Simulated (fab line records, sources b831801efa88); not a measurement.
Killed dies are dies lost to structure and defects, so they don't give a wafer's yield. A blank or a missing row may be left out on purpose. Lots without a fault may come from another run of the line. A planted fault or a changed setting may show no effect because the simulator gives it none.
Which tool did it? | flow gf180mcu | 13 lots, 39 wafers sampled, at 4 steps of a route of 602

WHAT THE GAUGES READ, wafer by wafer
GF_PSD_CD_MEAS_07: target cd 400 nm.
lot  | measured     | on        | cd_nm (nm)
L493 | day 14 01:58 | cd_sem-01 | 399.6 397.6 398.5
L495 | day 14 22:34 | cd_sem-01 | 404.4 404.9 404.3
L496 | day 15 03:41 | cd_sem-01 | 399.2 400.6 400.7
L497 | day 15 15:55 | cd_sem-01 | 403.4 401.7 399.5
L499 | day 16 10:02 | cd_sem-01 | 399.3 396.4 400.1
L501 | day 16 22:12 | cd_sem-02 | 402.7 403.1 402.8
L502 | day 17 14:41 | cd_sem-01 | 398.0 400.2 395.8
L504 | day 18 01:40 | cd_sem-01 | 402.0 400.7 399.8
L506 | day 18 18:46 | cd_sem-02 | 398.0 397.8 397.7
L507 | day 19 07:58 | cd_sem-02 | 399.4 399.6 397.6
L508 | day 19 14:13 | cd_sem-02 | 398.0 399.2 402.0
L509 | day 20 06:32 | cd_sem-01 | 398.6 398.8 400.9
L516 | day 22 05:31 | cd_sem-01 | 400.9 400.1 399.2

GF_CONTACT_CD_MEAS_14: target cd 220 nm.
lot  | measured     | on        | cd_nm (nm)
L493 | day 15 23:05 | cd_sem-01 | 222.8 223.7 222.8
L495 | day 16 21:19 | cd_sem-02 | 219.0 218.8 219.4
L496 | day 17 02:39 | cd_sem-02 | 218.8 221.0 219.3
L497 | day 17 14:56 | cd_sem-02 | 221.1 221.8 221.7
L499 | day 18 10:44 | cd_sem-02 | 221.5 221.2 221.4
L501 | day 18 23:53 | cd_sem-02 | 220.6 220.3 220.8
L502 | day 19 17:13 | cd_sem-01 | 220.2 220.6 220.2
L504 | day 20 03:28 | cd_sem-01 | 220.1 219.5 221.8
L506 | day 20 20:46 | cd_sem-02 | 217.5 216.8 217.3
L507 | day 21 10:22 | cd_sem-02 | 218.0 219.3 218.3
L508 | day 21 16:05 | cd_sem-01 | 221.7 220.9 218.8
L509 | day 22 08:05 | cd_sem-01 | 194.7 195.8 194.1
L516 | day 24 04:59 | cd_sem-02 | 219.4 218.5 218.7

WHICH TOOL RAN EACH LOT (tool, then ch and the chambers of the sampled wafers, then the start)
lot  | GF_SALICIDE_RTA_06               | GF_CONTACT_EXPOSE_11
L493 | rtp_anneal-02 ch 0, day 15 00:13 | krf_scanner-02 ch 0, day 15 11:57
L495 | rtp_anneal-01 ch 0, day 15 22:12 | krf_scanner-01 ch 0, day 16 10:31
L496 | rtp_anneal-02 ch 0, day 16 03:00 | krf_scanner-02 ch 0, day 16 16:00
L497 | rtp_anneal-02 ch 0, day 16 15:00 | krf_scanner-01 ch 0, day 17 03:06
L499 | rtp_anneal-01 ch 0, day 17 10:09 | krf_scanner-02 ch 0, day 17 22:57
L501 | rtp_anneal-01 ch 0, day 17 23:14 | krf_scanner-02 ch 0, day 18 12:28
L502 | rtp_anneal-01 ch 0, day 18 15:43 | krf_scanner-02 ch 0, day 19 04:30
L504 | rtp_anneal-01 ch 0, day 19 02:15 | krf_scanner-02 ch 0, day 19 15:38
L506 | rtp_anneal-01 ch 0, day 19 19:59 | krf_scanner-01 ch 0, day 20 08:46
L507 | rtp_anneal-01 ch 0, day 20 09:18 | krf_scanner-02 ch 0, day 20 22:49
L508 | rtp_anneal-02 ch 0, day 20 15:52 | krf_scanner-02 ch 0, day 21 04:56
L509 | rtp_anneal-02 ch 0, day 21 08:10 | krf_scanner-02 ch 0, day 21 20:56
L516 | rtp_anneal-01 ch 0, day 23 05:45 | krf_scanner-02 ch 0, day 23 18:07
- GF_SALICIDE_RTA_06: time 30 s.
- GF_CONTACT_EXPOSE_11: exposes mask Contact, target cd 220 nm.

WHAT THE TOOLS THEMSELVES READ (means of the sampled wafers that have a number; where no wafer has one, the mark that the record gives instead)
GF_SALICIDE_RTA_06.
lot  | tool          | lamp_power_pct (%) | wafer_temp_C_max
L493 | rtp_anneal-02 | 6.89               | 532.5
L495 | rtp_anneal-01 | 6.28               | 532.1
L496 | rtp_anneal-02 | 6.88               | 531.7
L497 | rtp_anneal-02 | 6.88               | 532.3
L499 | rtp_anneal-01 | 6.27               | 532.3
L501 | rtp_anneal-01 | 6.28               | 532.3
L502 | rtp_anneal-01 | 6.28               | 532.0
L504 | rtp_anneal-01 | 6.28               | 532.1
L506 | rtp_anneal-01 | 6.28               | 532.0
L507 | rtp_anneal-01 | 6.28               | 531.9
L508 | rtp_anneal-02 | 6.89               | 532.5
L509 | rtp_anneal-02 | 6.88               | 532.1
L516 | rtp_anneal-01 | 6.28               | 531.5

GF_CONTACT_EXPOSE_11.
lot  | tool           | stage_vel_mm_s (mm/s)
L493 | krf_scanner-02 | 499.90
L495 | krf_scanner-01 | 500.09
L496 | krf_scanner-02 | 499.93
L497 | krf_scanner-01 | 499.97
L499 | krf_scanner-02 | 500.19
L501 | krf_scanner-02 | 499.99
L502 | krf_scanner-02 | 499.96
L504 | krf_scanner-02 | 499.96
L506 | krf_scanner-01 | 499.88
L507 | krf_scanner-02 | 500.13
L508 | krf_scanner-02 | 500.05
L509 | krf_scanner-02 | 500.27
L516 | krf_scanner-02 | 500.02

THE ANSWER, worked out from the rows above alone
Rule: what is usual is taken from the lots themselves. Put in order of their means at a reading, lots are off if they are a third of the lots or fewer, leave a main group of 4 or more, and stand apart from it by a gap of 3 or more times the standard deviation of the main group's means; of several such gaps the widest counts. A main group whose means are all the same, to the digits that the tables above print for the reading, isn't used. A lot without any number at a reading at which 4 lots or more have one is off too. The other lots that the step has rows for count as sound. The gauges are gone through in route order, then the tools' own readings, and for those a lot's mean is taken as printed above. The first step at which some lot is off is used, and at that step the reading that is off furthest; a lot without a number counts as furthest.
Off: L509, at GF_CONTACT_CD_MEAS_14 (cd_nm). The main group: mean 220.1 nm, standard deviation 1.5.
A tool fits if, at a process step before that reading, it ran every lot that is off, and no sound lot after the first of them. The gauges at GF_CONTACT_CD_MEAS_14 are tried like those tools. Can't be told from this: 2 tools fit, rtp_anneal-02 at GF_SALICIDE_RTA_06, cd_sem-01 at GF_CONTACT_CD_MEAS_14.

WHAT THE SIMULATOR HAD PUT IN
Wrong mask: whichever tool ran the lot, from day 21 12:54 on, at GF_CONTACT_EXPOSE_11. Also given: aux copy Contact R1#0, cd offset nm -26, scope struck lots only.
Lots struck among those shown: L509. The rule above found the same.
